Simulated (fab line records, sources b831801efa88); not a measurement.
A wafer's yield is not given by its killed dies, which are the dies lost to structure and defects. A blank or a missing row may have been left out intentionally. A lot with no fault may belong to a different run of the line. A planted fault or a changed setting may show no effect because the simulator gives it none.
Struck lot and sound lot, side by side    flow sky130    14 steps out of a route of 708
Sound: wafers L154.3, L154.5, L154.6. The struck wafers were L165.1, L165.2, L165.3. Last of all comes the cause.
At each step with rows: each side's tool, then ch and its chambers, then its first start. Under that, the readings that differ: sound wafers    struck wafers    difference of the means    sigmas: that difference in standard deviations of wafers without a fault.
alike: readings whose means differ by less than 2 such deviations, and words and numbers that are the same on both sides. not compared: withheld readings, readings that some wafer has no value for, bounds like >300 that may hide the same value, and numbers for which the record gives no deviation and whose values overlap.
Wherever a step has rows on one side only, a row that says differs or no value, or a row with sigmas, the two part there. Non-overlapping numbers with no deviation appear without sigmas and do not part them. A reading missing from all wafers of one side parts the sides only when that side holds two or more wafers.

SKY_METAL1_SPUTTER_00: material Ti, target thk 15 nm, time 10 s.
  struck on pvd-sputter-04, day 35 04:38; sound on pvd-sputter-02, day 31 04:23
  alike: throttle-valve-pct
SKY_METAL1_SPUTTER_01: material TiN, target thk 20 nm, time 16.7 s.
  struck on pvd-sputter-04, day 35 04:39; sound on pvd-sputter-02, day 31 04:24
  alike: throttle-valve-pct
SKY_METAL1_SPUTTER_02: material AlCu, target thk 250 nm, time 13.3 s.
  struck on pvd-sputter-04, day 35 04:41; sound on pvd-sputter-02, day 31 04:26
  alike: throttle-valve-pct
SKY_METAL1_SPUTTER_03: material Ti, target thk 5 nm, time 3.3 s.
  struck on pvd-sputter-04, day 35 04:42; sound on pvd-sputter-02, day 31 04:27
  alike: throttle-valve-pct
SKY_METAL1_SPUTTER_04: material TiN, target thk 70 nm, time 58.3 s.
  struck on pvd-sputter-04, day 35 04:43; sound on pvd-sputter-02, day 31 04:28
  alike: throttle-valve-pct
SKY_METAL1_RS_MEAS_05: measures by four-point-probe.
  struck on film-metro-01, day 35 04:46; sound on film-metro-04, day 31 04:34
  alike: METAL1_ALCU_RS
SKY_METAL1_THK_MEAS_06: measures by xrf.
  struck on film-metro-01, day 35 04:53; sound on film-metro-04, day 31 04:40
  alike: METAL1_ALCU_THK
then, 5 steps without rows for these wafers: SKY_METAL1_DEHYDRATE_07 (time 60 s); SKY_METAL1_HMDS_08 (prime time 60 s); SKY_METAL1_COAT_09 (resist thk 60 nm); SKY_METAL1_COAT_10 (resist thk 450 nm); SKY_METAL1_SOFTBAKE_11 (time 90 s).
SKY_METAL1_EXPOSE_12: exposes mask MM1, target cd 140 nm.
  sound on krf-scanner-01 ch 0, day 31 17:49; struck on krf-scanner-01, day 35 18:16
  no value came back on the struck wafers for exposure-dose-mJ-cm2, focus-offset-nm (nm); on the sound wafers exposure-dose-mJ-cm2 reads 27.95 27.92 27.95
  alike: mask
then, 1 step without rows for these wafers: SKY_METAL1_PEB_13.

WHERE THEY PART
Within this record, at SKY_METAL1_EXPOSE_12 only.

WHY: whatever the simulator had introduced
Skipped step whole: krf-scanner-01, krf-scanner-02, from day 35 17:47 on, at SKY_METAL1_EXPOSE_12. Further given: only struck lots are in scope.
